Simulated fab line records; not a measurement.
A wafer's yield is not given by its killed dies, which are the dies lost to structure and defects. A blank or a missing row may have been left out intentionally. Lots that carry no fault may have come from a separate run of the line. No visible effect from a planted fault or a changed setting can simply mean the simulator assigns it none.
Code-filled problem report in 8D (eight disciplines) form || flow sfq-line || the parts of the form that need people (team, actions taken, sign-off) are left out

1. THE ISSUE
At SFQ_TRILAYER_JJ_CE_BARC_OPEN_RIE_150, bias-w averages 92.10 W over 6 wafers from 2 lots, while fault-free wafers read 80.00 W, standard deviation 0.28. Relative to the usual mean, that is a shift of +43 standard deviations.
The step: chemistry O2, target BARC, target depth 240 nm, time 80 s.
The first sign was on wafer L711.1 at day 50 07:25, on rie-metal-01. The record holds 42 wafers of 14 lots with a number at this step. Rule for "out", or "out of limits": more than 4 standard deviations from the usual mean. Any other wafer with a number is counted as sound.

2. WHAT THIS IS AND IS NOT
{"question": "which readings at this step", "is": "bias-w", "is not": "drypump-motor-current-A, oes-product-au"}
{"question": "which lots", "is": "L711, L712", "is not": "L701, L703, L704, L706, L708, L709, L713, L716, L720, L721, L722, L723"}
{"question": "which wafers of those lots", "is": "all that have a number", "is not": "-"}
{"question": "read on which tools", "is": "rie-metal-01", "is not": "rie-metal-03, rie-metal-04"}
{"question": "when", "is": "from day 50 07:25", "is not": "up to then (18 sound wafers); but 18 sound wafers of L713, L716, L720, L721, L722, L723 came after"}

3. SUSPECTS, AND WHAT RULES EACH OUT
Counting: a tool at a process step up to the reading stays a suspect if it ran every lot that is out and no sound lot after the first of them.
- rie-metal-01 at SFQ_TRILAYER_JJ_CE_BARC_OPEN_RIE_150 (chemistry O2, target BARC, target depth 240 nm, time 80 s): ruled out as a lasting fault. Sound lots L720, L723 ran on it after its first lot that is out, L711 (day 50 07:25).
Left after counting: nothing in the record.

4. THE CAUSE (what the simulator had put in)
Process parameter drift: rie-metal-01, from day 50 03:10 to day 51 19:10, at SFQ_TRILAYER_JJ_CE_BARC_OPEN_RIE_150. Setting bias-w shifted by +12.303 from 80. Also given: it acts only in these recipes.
Counting ruled it out, wrongly.

5. THE CHAIN OF EFFECTS, in route order
Rows list readings where the struck wafers' mean (over those with a number) sits beyond 3 standard deviations from the usual. Only readings for which the record gives a usual standard deviation are gone through. hours: the time from each lot's start at the first step in this table that gives one to its start at this step, as a median over the lots. sigmas: the change in usual standard deviations.
{"hours": 0, "step": "SFQ_TRILAYER_JJ_CE_BARC_OPEN_RIE_150", "reading": "bias-w", "usual": "80.00 W", "on struck wafers": 92.10, "change": "+12.10", "sigmas": "+43"}
Its process steps:
- SFQ_TRILAYER_JJ_CE_BARC_OPEN_RIE_150: chemistry O2, target BARC, target depth 240 nm, time 80 s.

6. WHAT WOULD HAVE CAUGHT IT SOONER
In this record the first reading out of limits was taken at day 50 07:25, 4 hours after the fault began at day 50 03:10.
